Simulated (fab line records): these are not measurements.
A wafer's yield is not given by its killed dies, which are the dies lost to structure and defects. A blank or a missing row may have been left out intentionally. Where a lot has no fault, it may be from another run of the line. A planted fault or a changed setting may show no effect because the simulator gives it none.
Which tool is to blame? ; flow gf180mcu ; Sampling: 14 lots, 42 wafers, 2 of 602 route steps

== WHAT EACH GAUGE READ, for each wafer ==
GF_M1_CD_MEAS_14: the cd target is 230 nm. Usual: cdNm at 229.7 nm, with a standard deviation of 0.99.
lot;measured;on;cdNm (nm);flag
L904;day 17 04:35;cdSem-02;230.7 230.2 228.8;
L905;day 17 21:51;cdSem-01;230.8 228.0 228.7;
L907;day 18 19:28;cdSem-01;231.2 230.7 230.1;
L908;day 18 17:13;cdSem-02;230.2 231.6 230.6;
L909;day 19 04:14;cdSem-02;229.2 230.7 229.8;
L910;day 19 17:08;cdSem-02;229.7 230.2 229.6;
L912;day 20 16:56;cdSem-01;229.7 229.8 230.7;
L913;day 20 12:28;cdSem-01;229.3 229.0 228.7;
L914;day 21 02:10;cdSem-02;230.9 230.3 229.3;
L915;day 21 09:31;cdSem-01;230.1 231.3 231.0;
L916;day 21 11:25;cdSem-02;228.8 228.3 228.7;
L917;day 21 21:49;cdSem-01;228.0 229.3 229.2;
L921;day 22 23:23;cdSem-02;230.4 231.1 230.7;
L922;day 23 12:01;cdSem-01;230.9 230.8 232.3;

== WHICH TOOL RAN EACH LOT (tool, then ch and the chambers of the sampled wafers, then the start) ==
lot;GF_DUAL_GATE_OXIDATION_15
L904;furnace-02 ch 0, day 8 11:28
L905;furnace-02 ch 0, day 8 18:34
L907;furnace-01 ch 0, day 9 13:45
L908;furnace-01 ch 0, day 9 13:45
L909;furnace-01 ch 0, day 9 20:46
L910;furnace-01 ch 0, day 10 07:50
L912;furnace-01 ch 0, day 11 01:39
L913;furnace-01 ch 0, day 11 01:39
L914;furnace-01 ch 0, day 11 09:52
L915;furnace-02 ch 0, day 11 17:08
L916;furnace-01 ch 0, day 11 17:38
L917;furnace-01 ch 0, day 12 03:08
L921;furnace-01 ch 0, day 12 22:50
L922;furnace-01 ch 0, day 13 11:35
- GF_DUAL_GATE_OXIDATION_15: stabilise 600 s, purge 300 s, target thk 7.098 nm.

== AS READ BY THE TOOLS THEMSELVES (means over the sampled wafers that have a number; for cases with no such wafer, the mark the record gives instead) ==
GF_DUAL_GATE_OXIDATION_15. Usual: spikeTcCentreC 850.5 C, standard deviation 0.97; spikeTcUpperC 850.3 C, standard deviation 0.98; zonePowerLowerPct 14.66 %, standard deviation 0.21; zonePowerTopPct 31.0 %, standard deviation 0.46; zonePowerUpperPct 16.0 %, standard deviation 0.88.
lot;tool;spikeTcCentreC (C);spikeTcUpperC (C);zonePowerLowerPct (%);zonePowerTopPct (%);zonePowerUpperPct (%);flag
L904;furnace-02;850.2;850.3;14.89;31.5;17.2;
L905;furnace-02;850.5;850.8;14.91;31.4;17.1;
L907;furnace-01;850.4;850.7;14.66;31.1;15.3;
L908;furnace-01;849.7;851.1;14.45;31.0;15.5;
L909;furnace-01;851.1;849.8;14.57;31.0;15.4;
L910;furnace-01;850.0;849.5;14.50;30.9;15.5;
L912;furnace-01;851.1;849.1;14.55;30.8;15.3;
L913;furnace-01;851.0;850.5;14.66;30.6;15.3;
L914;furnace-01;850.2;849.9;14.48;30.8;15.3;
L915;furnace-02;850.4;850.7;14.81;31.1;17.2;
L916;furnace-01;851.1;850.1;14.57;30.9;15.4;
L917;furnace-01;850.8;850.0;14.51;30.7;15.5;
L921;furnace-01;855.6;811.5;14.01;38.5;2.0;OFF
L922;furnace-01;855.5;811.1;13.86;38.5;2.0;OFF

== THE ANSWER, worked out from the rows above alone ==
Rule: a lot is off if the mean of its wafers that have a number lies more than 3 standard deviations from the usual mean. A lot without any number at a reading at which 4 lots or more have one is off too. Where the step has rows for the other lots, those lots are counted as sound. The gauges are gone through in route order, then the tools' own readings, and for those a lot's mean is taken as printed above. At the first step where some lot is off, the reading lying furthest off is the one used; lots without a number count as furthest.
Off, at GF_DUAL_GATE_OXIDATION_15 on spikeTcUpperC: L921, L922.
If a tool, at that step or one of the process steps before it, ran each lot that is off and ran no sound lot following the first of them, it fits. One fits: GF_DUAL_GATE_OXIDATION_15 on furnace-01. A fault onset in the window from L917 (day 12 03:08, its last sound lot) to L921 (day 12 22:50, its first lot off) fits.
The tool's own readings at GF_DUAL_GATE_OXIDATION_15 bear it out: on the lots that are off they differ by more than 5 times the standard deviation of the sound lots' means. spikeTcCentreC reads 855.5 C there against 850.5 C on the sound lots; spikeTcUpperC reads 811.3 C there against 850.2 C on the sound lots; zonePowerTopPct reads 38.5 % there against 31.0 % on the sound lots; zonePowerUpperPct reads 2.0 % there against 15.8 % on the sound lots.

== WHAT THE SIMULATOR PUT IN ==
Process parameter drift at GF_DUAL_GATE_OXIDATION_15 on furnace-01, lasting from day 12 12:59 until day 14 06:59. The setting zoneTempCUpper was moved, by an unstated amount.
Shown lots that were struck: L921, L922. Same finding as the rule above.
